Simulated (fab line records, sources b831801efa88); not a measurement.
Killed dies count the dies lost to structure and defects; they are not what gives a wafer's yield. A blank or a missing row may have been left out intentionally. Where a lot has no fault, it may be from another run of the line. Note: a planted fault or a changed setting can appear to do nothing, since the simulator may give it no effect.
Struck lot and sound lot, side by side	flow sky130	30 out of 708 route steps
Sound: these wafers, L633.2, L633.4, L633.6. Wafers L647.2, L647.3, L647.5 were the ones struck. The cause is given at the end.
Each step with rows lists, per side, the tool, then ch with its chambers, then its first start. Under that, the readings that differ: sound wafers	struck wafers	difference of the means	sigmas: that difference in standard deviations of wafers without a fault.
alike: a reading whose means differ by less than 2 such deviations, as well as words and numbers matching on both sides. not compared: withheld readings; readings where some wafer has no value; bounds like >300 that might hide an equal value; numbers whose values overlap and for which the record gives no deviation.
The two part at a step that has a row with sigmas, a row that says differs or no value, or rows on one side only. Numbers that don't overlap but have no deviation are shown without sigmas and don't part them. Lack of a reading on every wafer of one side parts them only where that side has two or more wafers.

first, 9 steps without rows for these wafers: SKY_SD_P_EXPOSE_04 (exposes mask PSDM, target cd 380 nm); SKY_SD_P_PEB_05; SKY_SD_P_DEVELOP_06 (develop time 60 s); SKY_SD_P_IMPLANT_09; SKY_SD_P_STRIP_10 (strips in O2/N2); SKY_RES_XHIGH_DEHYDRATE_00 (time 60 s); SKY_RES_XHIGH_HMDS_01 (prime time 60 s); SKY_RES_XHIGH_COAT_02 (resist thk 1140 nm); SKY_RES_XHIGH_SOFTBAKE_03 (time 60 s).
SKY_RES_XHIGH_EXPOSE_04: exposes mask URPM, target cd 1270 nm.
  sound on ilineStepper-01 ch 0, day 29 03:28; struck on ilineStepper-01 ch 0, day 33 11:02
reading	sound	struck	difference	sigmas
model.RES_XHIGH.overlayXNm (nm)	0.5378 0.5378 0.5378	306 306 306	+305	
  alike: mask
then, 19 steps without rows for these wafers: SKY_RES_XHIGH_PEB_05; SKY_RES_XHIGH_DEVELOP_06 (develop time 60 s); SKY_RES_XHIGH_IMPLANT_07; SKY_RES_XHIGH_STRIP_08 (strips in O2/N2); SKY_SD_N_DEHYDRATE_00 (time 60 s); SKY_SD_N_HMDS_01 (prime time 60 s); SKY_SD_N_COAT_02 (resist thk 1140 nm); SKY_SD_N_SOFTBAKE_03 (time 60 s); SKY_SD_N_EXPOSE_04 (exposes mask NSDM, target cd 380 nm); SKY_SD_N_PEB_05; SKY_SD_N_DEVELOP_06 (develop time 60 s); SKY_SD_N_IMPLANT_09; SKY_SD_N_IMPLANT_10; SKY_SD_N_STRIP_11 (strips in O2/N2); SKY_SD_N_CLEAN_13 (cleans in SC1/SC2, time 150 s); SKY_SD_N_RTA_14 (time 2 s); SKY_SALICIDE_CLEAN_00 (cleans in HF-last, time 30 s); SKY_LI_CONTACT_HDPCVD_00 (deposits PSG, target thk 930 nm, time 155 s); SKY_LI_CONTACT_CMP_02 (polishes PSG).
-- record jumps: 17 days separate the struck wafers' starts on either side; left off in module LI_CONTACT, taken up again in module PAD_OPEN, whose first shown step is the route's number 708 --
SKY_PAD_OPEN_PROBE_99:
  sound: prober-01 at day 48 00:49; struck: prober-01 at day 50 19:12
reading	sound	struck	difference	sigmas
hold	- - -	awaitDispo/6.1h/release awaitDispo/6.1h/release awaitDispo/6.1h/release	no value on the sound wafers	
killedAtOther	0 0 0	72 60 66	+66	+99 or more
killedDies	77 80 68	175 146 164	+87	+9
killedOnRim	14 16 11	35 30 24	+16	+4
model.etest.resXhighPo.lineOhmUm	5825 5863 5935	8108 8277 8251	+2338	
model.etest.resXhighPo.widthNm (nm)	348.9 345 342.9	248.6 245.8 243.8	-99.5	
  alike: killed_at_M0_to_M3, killed_at_M4_up, killedAtContacts, killedAtFrontEnd, killedOpen, killedShort

## WHERE THEY PART
SKY_PAD_OPEN_PROBE_99 only, going by this record.

WHY: what had been put in by the simulator
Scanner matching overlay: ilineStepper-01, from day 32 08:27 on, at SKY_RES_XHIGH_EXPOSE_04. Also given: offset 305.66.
